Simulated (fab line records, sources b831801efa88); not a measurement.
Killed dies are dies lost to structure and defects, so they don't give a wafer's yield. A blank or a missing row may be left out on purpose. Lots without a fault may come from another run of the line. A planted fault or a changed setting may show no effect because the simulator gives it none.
fab line records | flow sky130
record lots=12 wafers=33 last_day=50
route steps=708 shown NWELL@68 VT_ADJUST_LVTN@106 VT_ADJUST_HVTR@141 RES_PROTECT@208 PAD_OPEN@708
lots that met no fault: from a run of the same line without faults
start_h: hours from the record's first day to the start of the lot's first wafer shown | wait_h: hours since the lot's step before | " the same as in the row above | L1.1+2: a row that stands for several wafers | - no value, or no start given | * or withheld: withheld | < > ~ a bound
route shown NAME@n: a module of which the file shows steps, and the number in the route of the first | usual: mean/standard deviation of fault-free wafers | same: alike in all rows | chamber/n: place in a boat | sites: the reading at each site | _std_site: their standard deviation | _edge_site: outer sites' mean less inner sites' | radius_mm: how far each site lies from the wafer's centre | mask NAME#n: copy n | behind: the tool/chamber that last shaped the wafer | hold: why the lot was held/for how many hours/how that ended | device: the transistor (n, p or np) that didn't switch | end of line: the same wafers' tests at the end of the route | a step without rows: its recipe alone | killed: dies lost to structure and defects at the first sort, not the wafer's yield | map: a wafer's dies, x killed, . not, _ none there
set.NAME: the setting as run; set.NAME@STEP: as run at that earlier step | model.NAME: the simulator's own value behind a step, which no gauge read
steps of the route over a sample of lots; a table a step, a row a wafer
services: from which hour (start_h, from the record's first day; less than 0 if before it) a tool's chamber was out of use, for how many hours, and why
## steps
# step SKY_NWELL_TW_MEAS_15
# usual NWELL_TW=1809/11
# columns lot.wafer tool chamber start_h wait_h NWELL_TW
L482.4 film_metro-03 - 88.33 0.1 1818
L482.5 " - " " 1812
L482.6 " - " " 1820
L483.2 film_metro-04 - 99.10 0.1 1809
L483.5 " - " " 1823
L483.6 " - " " 1816
L486.2 film_metro-04 - 107.61 0.1 1804
L486.4 " - " " 1813
L486.6 " - " " 1814
L489.4 film_metro-04 - 131.19 0.1 1818
L489.5 " - " " 1819
L489.6 " - " " 1816
L488.1 film_metro-04 - 132.05 0.1 1818
L488.5 " - " " 1817
L488.6 " - " " 1823
L491.3 film_metro-03 - 143.18 0.1 1811
L491.4 " - " " 1817
L491.5 " - " " 1802
L492.1 film_metro-04 - 146.20 0.1 1801
L492.3 " - " " 1812
L492.5 " - " " 1809
L493.2 film_metro-04 - 152.26 0.1 1802
L493.5 " - " " 1816
L495.2 film_metro-04 - 162.37 0.1 1811
L495.4 " - " " 1803
L497.4 film_metro-04 - 176.59 0.1 1814
L497.5 " - " " 1805
L503.4 film_metro-02 - 206.67 0.1 1799
L503.5 " - " " 1785
L503.6 " - " " 1797
L505.1 film_metro-02 - 222.31 0.1 1788
L505.2 " - " " 1800
L505.4 " - " " 1801
# step SKY_VT_ADJUST_LVTN_STRIP_09
# recipe chemistry=O2/N2 power_w=1400 pressure_mtorr=1500 platen_temp_c=withheld o2_flow_sccm=3000 n2_flow_sccm=300 overash_fraction=0.5
# usual chamber_pressure_mTorr=1500.0/1.3 drypump_motor_current_A=5.57/0.16 n2_flow_sccm=299.9/0.84 oes_product_au=0.722/0.0043 strip_time_to_endpoint_s=36.88/0.097
# columns lot.wafer tool chamber start_h wait_h chamber_pressure_mTorr drypump_motor_current_A n2_flow_sccm oes_product_au rf_hours_counter_h strip_time_to_endpoint_s
L482.4 plasma_asher-04 1 144.30 0.1 1501.7 5.34 301.3 0.725 - 36.78
L482.5 " 1 " " 1499.6 5.34 300.2 0.721 - 36.79
L482.6 " 0 " " 1498.7 5.84 299.5 0.729 - 36.82
L483.2 plasma_asher-04 1 157.21 0.1 1498.6 5.35 298.8 0.723 4 36.98
L483.5 " 0 " " 1498.5 5.85 300.2 0.728 - 36.93
L483.6 " 1 " " 1498.7 5.35 299.4 0.726 - 37.02
L486.2 plasma_asher-04 0 166.30 0.1 1498.4 5.87 300.7 0.718 5 36.85
L486.4 " 1 " " 1502.8 5.35 298.1 0.733 - 36.81
L486.6 " 1 " " 1500.4 5.36 299.6 0.714 - 36.78
L489.4 plasma_asher-04 0 191.64 0.1 1499.6 5.84 300.4 0.719 - 36.86
L489.5 " 0 " " 1498.5 5.84 299.8 0.728 - 36.80
L489.6 " 1 " " 1500.0 5.35 301.1 0.715 - 36.84
L488.1 plasma_asher-01 1 192.02 0.1 1500.8 5.54 299.2 0.717 50 37.15
L488.5 " 1 " " 1501.9 5.51 300.2 0.719 - 37.00
L488.6 " 0 " " 1503.4 5.58 299.8 0.720 - 37.03
L491.3 plasma_asher-03 1 205.20 0.1 1497.4 5.57 299.4 0.722 - 36.82
L491.4 " 0 " " 1501.2 5.57 300.2 0.715 - 36.74
L491.5 " 1 " " 1498.8 5.58 300.7 0.724 - 36.67
L492.1 plasma_asher-03 0 208.66 0.1 1500.8 5.54 301.8 0.723 50 36.90
L492.3 " 1 " " 1500.3 5.57 300.6 0.717 - 36.91
L492.5 " 0 " " 1499.5 5.56 300.8 0.723 - 36.97
L493.2 plasma_asher-01 0 215.15 0.1 1500.5 5.55 299.4 0.725 53 36.89
L493.5 " 1 " " 1499.9 5.53 300.6 0.726 - 36.86
L495.2 plasma_asher-01 0 226.85 0.1 1501.2 5.58 298.1 0.725 54 36.85
L495.4 " 1 " " 1502.1 5.52 301.0 0.721 - 36.69
L497.4 plasma_asher-01 0 243.10 0.1 1498.5 5.54 298.9 0.725 - 36.81
L497.5 " 1 " " 1498.5 5.51 299.2 0.717 - 36.91
L503.4 plasma_asher-04 1 276.28 0.1 1499.5 5.34 298.9 0.727 - 36.92
L503.5 " 1 " " 1498.9 5.35 298.3 0.723 - 36.85
L503.6 " 0 " " 1500.6 5.85 301.3 0.722 - 36.90
L505.1 plasma_asher-04 0 292.57 0.1 1500.5 5.86 299.6 0.723 19 36.90
L505.2 " 1 " " 1498.7 5.35 300.3 0.719 19 36.89
L505.4 " 1 " " 1501.3 5.35 300.2 0.731 - 36.91
# step SKY_VT_ADJUST_HVTR_STRIP_10
# recipe chemistry=O2/N2 power_w=1400 pressure_mtorr=1500 platen_temp_c=withheld o2_flow_sccm=3000 n2_flow_sccm=300 overash_fraction=0.5
# usual chamber_pressure_mTorr=1499.9/1.2 drypump_motor_current_A=5.5/0.37 n2_flow_sccm=300.1/0.8 oes_product_au=0.715/0.004 strip_time_to_endpoint_s=14.19/0.039
# columns lot.wafer tool chamber start_h wait_h chamber_pressure_mTorr drypump_motor_current_A n2_flow_sccm oes_product_au rf_hours_counter_h strip_time_to_endpoint_s
L482.4 plasma_asher-01 1 206.30 0.1 1502.5 5.6 300.7 0.709 - 14.17
L482.5 " 0 " " 1501.1 5.5 298.2 0.718 - 14.18
L482.6 " 1 " " 1499.0 5.5 301.2 0.713 - 14.20
L483.2 plasma_asher-02 0 221.27 0.1 1499.0 5.8 300.2 0.715 41 14.20
L483.5 " 1 " " 1500.7 4.8 300.8 0.714 - 14.16
L483.6 " 0 " " 1499.8 5.8 300.4 0.719 - 14.23
L486.2 plasma_asher-01 0 230.33 0.1 1500.8 5.5 300.2 0.712 54 14.22
L486.4 " 1 " " 1499.0 5.5 300.5 0.715 - 14.22
L486.6 " 0 " " 1500.4 5.6 298.6 0.716 - 14.22
L489.4 plasma_asher-02 0 259.81 0.1 1499.5 5.8 300.2 0.714 - 14.13
L489.5 " 0 " " 1500.2 5.8 299.3 0.713 - 14.14
L489.6 " 1 " " 1500.3 4.7 299.8 0.714 - 14.13
L488.1 plasma_asher-04 1 260.08 0.1 1501.0 5.4 301.6 0.712 14 14.23
L488.5 " 1 " " 1498.3 5.4 299.4 0.707 - 14.19
L488.6 " 0 " " 1497.6 5.8 301.1 0.720 - 14.22
L491.3 plasma_asher-02 0 273.80 0.1 1501.2 5.8 300.3 0.707 - 14.14
L491.4 " 1 " " 1499.2 4.8 300.2 0.716 - 14.16
L491.5 " 1 " " 1500.9 4.7 300.6 0.720 - 14.14
L492.1 plasma_asher-01 0 277.86 0.1 1499.2 5.5 298.6 0.721 59 14.13
L492.3 " 1 " " 1499.8 5.5 300.6 0.714 - 14.17
L492.5 " 0 " " 1496.5 5.6 300.3 0.718 - 14.13
L493.2 plasma_asher-04 0 285.27 0.1 1500.9 5.9 300.9 0.718 17 14.19
L493.5 " 0 " " 1498.1 5.9 300.1 0.709 - 14.22
L495.2 plasma_asher-01 0 298.38 0.1 1500.4 5.6 299.2 0.710 59 14.18
L495.4 " 0 " " 1501.4 5.5 300.8 0.719 - 14.21
L497.4 plasma_asher-04 1 318.56 0.1 1498.8 5.4 300.0 0.720 - 14.18
L497.5 " 1 " " 1498.8 5.3 298.4 0.711 - 14.17
L503.4 plasma_asher-04 1 355.31 0.1 1498.0 5.3 300.5 0.711 - 14.20
L503.5 " 0 " " 1500.3 5.8 300.5 0.715 - 14.18
L503.6 " 1 " " 1498.8 5.3 300.7 0.712 - 14.19
L505.1 plasma_asher-02 1 374.62 0.1 1499.1 4.7 301.0 0.718 51 14.19
L505.2 " 0 " " 1500.7 5.8 300.1 0.714 51 14.16
L505.4 " 1 " " 1500.6 4.7 300.0 0.722 - 14.24
# step SKY_RES_PROTECT_COAT_02
# recipe resist=NOVOLAK spin_rpm=3000 resist_thk_nm=1140
# columns lot.wafer tool chamber start_h wait_h
L482.4+5+6 litho_track-04 0 324.93 0.1
L483.2+5+6 litho_track-04 0 344.13 0.1
L486.2+4+6 litho_track-02 0 352.74 0.1
L489.4+5+6 litho_track-01 0 391.61 0.1
L488.1+5+6 litho_track-01 0 394.93 0.1
L491.3+4+5 litho_track-02 0 410.06 0.1
L492.1+3+5 litho_track-02 0 411.86 0.1
L493.2+5 litho_track-02 0 420.99 0.1
L495.2+4 litho_track-02 0 437.04 0.1
L497.4+5 litho_track-02 0 459.09 0.1
L503.4+5+6 litho_track-04 0 501.28 0.1
L505.1+2+4 litho_track-02 0 519.06 0.1
# step SKY_RES_PROTECT_STRIP_07
# recipe chemistry=O2/N2 power_w=1400 pressure_mtorr=1500 platen_temp_c=withheld o2_flow_sccm=3000 n2_flow_sccm=300 overash_fraction=0.5
# usual chamber_pressure_mTorr=1500.2/1.4 drypump_motor_current_A=5.5/0.35 n2_flow_sccm=300.1/0.97 oes_product_au=0.517/0.0052 strip_time_to_endpoint_s=23.29/0.041
# columns lot.wafer tool chamber start_h wait_h chamber_pressure_mTorr drypump_motor_current_A n2_flow_sccm oes_product_au rf_hours_counter_h strip_time_to_endpoint_s
L482.4 plasma_asher-02 1 338.82 0.1 1500.0 4.7 299.3 0.519 - 23.27
L482.5 " 0 " " 1500.5 5.9 299.1 0.520 - 23.32
L482.6 " 1 " " 1500.2 4.7 300.2 0.519 - 23.31
L483.2 plasma_asher-01 0 358.11 0.1 1499.8 5.6 299.5 0.515 66 23.30
L483.5 " 0 " " 1497.8 5.6 299.9 0.512 - 23.34
L483.6 " 1 " " 1503.0 5.5 301.9 0.526 - 23.36
L486.2 plasma_asher-04 1 367.33 0.1 1503.0 5.3 300.0 0.519 27 23.24
L486.4 " 0 " " 1498.6 5.8 299.8 0.531 - 23.21
L486.6 " 0 " " 1499.4 5.8 298.8 0.509 - 23.22
L489.4 plasma_asher-02 1 406.62 0.1 1499.1 4.7 299.6 0.518 - 23.36
L489.5 " 0 " " 1500.2 5.8 301.7 0.505 - 23.32
L489.6 " 1 " " 1500.0 4.7 299.6 0.515 - 23.32
L488.1 plasma_asher-01 1 409.51 0.1 1500.6 5.5 299.8 0.522 71 23.22
L488.5 " 0 " " 1501.7 5.6 300.8 0.521 - 23.26
L488.6 " 1 " " 1500.5 5.6 300.1 0.517 - 23.28
L491.3 plasma_asher-02 0 425.77 0.1 1496.6 5.8 301.0 0.524 - 23.22
L491.4 " 1 " " 1498.7 4.7 299.2 0.518 - 23.25
L491.5 " 1 " " 1499.8 4.7 299.3 0.511 - 23.27
L492.1 plasma_asher-02 0 427.56 0.1 1499.2 5.8 301.4 0.516 57 23.34
L492.3 " 1 " " 1499.8 4.7 300.7 0.520 - 23.37
L492.5 " 0 " " 1499.0 5.8 298.9 0.508 - 23.38
L493.2 plasma_asher-04 1 436.51 0.1 1501.9 5.4 300.8 0.515 33 23.80
L493.5 " 1 " " 1501.7 5.3 300.4 0.509 - 23.33
L495.2 plasma_asher-01 1 452.83 0.1 1499.3 5.5 298.3 0.517 77 23.86
L495.4 " 0 " " 1500.8 5.6 301.1 0.523 - 23.81
L497.4 plasma_asher-04 1 474.98 0.1 1499.4 5.3 301.2 0.525 - 23.76
L497.5 " 0 " " 1499.2 5.8 299.0 0.513 - 23.27
L503.4 plasma_asher-04 0 516.30 0.1 1502.2 5.8 300.7 0.523 - 23.26
L503.5 " 1 " " 1502.3 5.4 299.9 0.515 - 23.26
L503.6 " 0 " " 1496.9 5.8 300.9 0.520 - 23.29
L505.1 plasma_asher-04 1 534.31 0.1 1497.7 5.3 298.5 0.520 45 23.30
L505.2 " 0 " " 1499.8 5.9 298.6 0.518 45 23.34
L505.4 " 1 " " 1502.1 5.3 300.1 0.511 - 23.38
# step SKY_PAD_OPEN_PROBE_99
# usual killed_at_M0_to_M3=44/7 killed_at_M4_up=3.0/1.7 killed_at_contacts=24/5.2 killed_at_front_end=15/4.8 killed_at_other=0.2/0.56 killed_dies=86/9.7 killed_on_rim=17/4.1 killed_open=47/7.1 killed_short=39/6.3
# same gross_dies=492 killed_at_back_side=0
# columns lot.wafer tool chamber start_h wait_h killed_at_M0_to_M3 killed_at_M4_up killed_at_contacts killed_at_front_end killed_at_other killed_dies killed_on_rim killed_open killed_short
L488.5 prober-01 - 1130.28 0.2 42 6 20 14 0 82 18 41 41
L491.4 prober-01 - 1139.56 0.2 35 1 19 17 0 72 10 36 36
L491.5 prober-01 - 1139.61 0.2 42 1 21 28 0 92 12 44 48
L492.1 prober-02 - 1141.12 0.1 46 4 23 12 0 85 17 39 46
L492.3 prober-02 - 1141.22 0.2 44 8 21 22 0 95 22 48 46
L492.5 prober-02 - 1141.32 0.2 34 4 25 7 0 70 17 37 33
L493.2 prober-01 - 1144.82 0.1 47 0 20 9 0 76 13 42 32
L493.5 prober-01 - 1144.97 0.2 47 1 22 14 0 84 15 42 42
L497.5 prober-02 - 1168.35 0.2 45 2 25 18 1 91 19 51 40
# killed by level:class
L488.5 METAL2:geometric_particle:short=10 VIA1:geometric_particle:open=9 CONTACT:geometric_particle:open=6 CONTACT:geometric_particle:short=6 VIA2:geometric_particle:open=6 METAL1:geometric_particle:short=5 FIELD_ISO:geometric_particle:open=4 METAL4:geometric_particle:short=4
L491.4 CONTACT:geometric_particle:open=9 VIA1:geometric_particle:open=6 FIELD_ISO:geometric_particle:short=5 LOCAL_INTERCONNECT:geometric_particle:short=5 VIA2:geometric_particle:short=5 FIELD_ISO:geometric_particle:open=4 POLY_GATE:geometric_particle:open=4 METAL1:geometric_particle:short=4
L491.5 VIA1:geometric_particle:open=11 FIELD_ISO:geometric_particle:short=8 FIELD_ISO:geometric_particle:open=7 METAL2:geometric_particle:short=7 POLY_GATE:geometric_particle:open=6 LOCAL_INTERCONNECT:geometric_particle:short=6 METAL1:geometric_particle:short=6 CONTACT:geometric_particle:open=5
L492.1 VIA2:geometric_particle:open=11 METAL1:geometric_particle:short=10 VIA1:geometric_particle:short=7 LOCAL_INTERCONNECT:geometric_particle:short=6 LI_CONTACT:geometric_particle:open=5 FIELD_ISO:geometric_particle:open=4 CONTACT:geometric_particle:open=4 LI_CONTACT:geometric_particle:short=4
L492.3 VIA1:geometric_particle:open=12 FIELD_ISO:geometric_particle:short=10 CONTACT:geometric_particle:open=9 VIA3:geometric_particle:open=7 METAL4:geometric_particle:short=6 VIA1:geometric_particle:short=5 CONTACT:geometric_particle:short=4 VIA2:geometric_particle:open=4
L492.5 METAL1:geometric_particle:short=8 VIA1:geometric_particle:open=8 CONTACT:geometric_particle:short=7 CONTACT:geometric_particle:open=7 LI_CONTACT:geometric_particle:open=5 VIA2:geometric_particle:open=5 METAL4:geometric_particle:short=4 SPACER:geometric_particle:open=3
L493.2 VIA1:geometric_particle:open=15 CONTACT:geometric_particle:open=7 METAL1:geometric_particle:short=5 VIA2:geometric_particle:open=5 VIA2:geometric_particle:short=5 CONTACT:geometric_particle:short=4 LOCAL_INTERCONNECT:geometric_particle:short=4 LI_CONTACT:geometric_particle:open=3
L493.5 CONTACT:geometric_particle:open=10 METAL2:geometric_particle:short=10 VIA3:geometric_particle:open=9 VIA1:geometric_particle:open=8 VIA2:geometric_particle:open=7 LI_CONTACT:geometric_particle:open=4 VIA1:geometric_particle:short=4 FIELD_ISO:geometric_particle:open=3
L497.5 CONTACT:geometric_particle:open=10 VIA1:geometric_particle:open=9 FIELD_ISO:geometric_particle:short=8 VIA3:geometric_particle:open=7 VIA2:geometric_particle:open=6 LI_CONTACT:geometric_particle:open=5 METAL1:geometric_particle:short=5 VIA2:geometric_particle:short=5
## services
# columns tool chamber start_h hours kind
plasma_asher-04 - 127.10 0.7 repair
plasma_asher-03 - 166.10 1.9 repair
plasma_asher-02 - 168.05 1.7 repair
plasma_asher-02 - 178.86 1.6 repair
plasma_asher-03 - 183.74 10.2 repair
plasma_asher-02 - 274.20 42.0 repair
plasma_asher-01 - 278.94 14.6 pm
plasma_asher-02 - 314.16 4.0 repair
plasma_asher-04 - 397.11 6.0 repair
plasma_asher-03 - 421.25 9.0 pm
plasma_asher-03 0 421.25 9.0 vent_cycle
plasma_asher-03 1 421.25 9.0 vent_cycle
litho_track-02 - 422.95 - consumable_replace:filter
plasma_asher-03 0 430.25 - clean
plasma_asher-03 1 430.25 - clean
plasma_asher-02 - 430.61 48.9 repair
plasma_asher-03 - 439.69 2.8 pm
## key
first_sign step=SKY_RES_PROTECT_STRIP_07 reading=strip_time_to_endpoint_s direction=up sigmas=13 usual=* struck=*
effect none on later readings
met_at SKY_RES_PROTECT_COAT_02
struck_lots L493,L495,L497
struck_wafers L493.2,L495.2,L495.4,L497.4
tester_left_out L493,L495,L497
not_acting_at SKY_NWELL_TW_MEAS_15,SKY_VT_ADJUST_LVTN_STRIP_09,SKY_VT_ADJUST_HVTR_STRIP_10
onset_between 411.86 420.99
fault kind=process_parameter_drift tool=litho_track-02 chamber=- onset_h=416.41 steps=SKY_RES_PROTECT_COAT_02 channel=resist_thk_nm offset=45.653 shape=step end_h=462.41 scope=struck_wafers_only acts_in=these_recipes_only stated=1140
# tester_left_out: of these lots the tester's yield and bins aren't shown, on N5 and GAA mostly nor the transistor test; their killed dies are dies lost to structure and defects alone, not to doping, threshold or leakage, so they don't give the yield
